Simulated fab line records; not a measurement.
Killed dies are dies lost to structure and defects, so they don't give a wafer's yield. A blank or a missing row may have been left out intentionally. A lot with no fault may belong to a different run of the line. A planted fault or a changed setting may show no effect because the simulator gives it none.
Matching of chambers -- flow gf180mcu -- GF_POLY_GATE_ETCH_13 on rieSi-01 has 4 sister chambers
The step etches poly-Si in HBr/Cl2, stops on SiO2, target depth 198.5 nm, time 69.6 s. 4 wafers are shown with their chamber, then 7 later ones without.

## WAFERS WITH THEIR CHAMBER
wafer,chamber,drypumpMotorCurrentA (A)
L576.4,1,6.7
L576.6,3,5.4
L580.1,2,4.9
L580.2,0,6.0

## WAFERS WHOSE CHAMBER IS MISSING
wafer,drypumpMotorCurrentA (A)
L580.3,6.7
L581.1,6.0
L581.3,5.4
L581.6,4.9
L583.3,6.1
L583.5,6.0
L583.6,6.6

## WHICH CHAMBER EACH WENT THROUGH
wafer,from the rows above,in truth
L580.3,1,1
L581.1,0,0
L581.3,3,3
L581.6,2,2
L583.3,0,0
L583.5,0,0
L583.6,1,1
7 of 7 placed correctly. Can't be placed from these rows: 0. Wrongly placed: 0.
How it was worked out, from the rows above alone: a wafer's distance from a chamber is the root of the sum, over the readings, of the square of ((its reading less the chamber's mean) divided by the reading's scatter). The wafer belongs to the nearest chamber; if the next one is less than 2 further off, it can't be placed. Each chamber's mean is taken over the wafers shown for it. The scatter: root of mean squared gap, hidden wafer to nearest shown wafer, with one shown wafer a chamber.
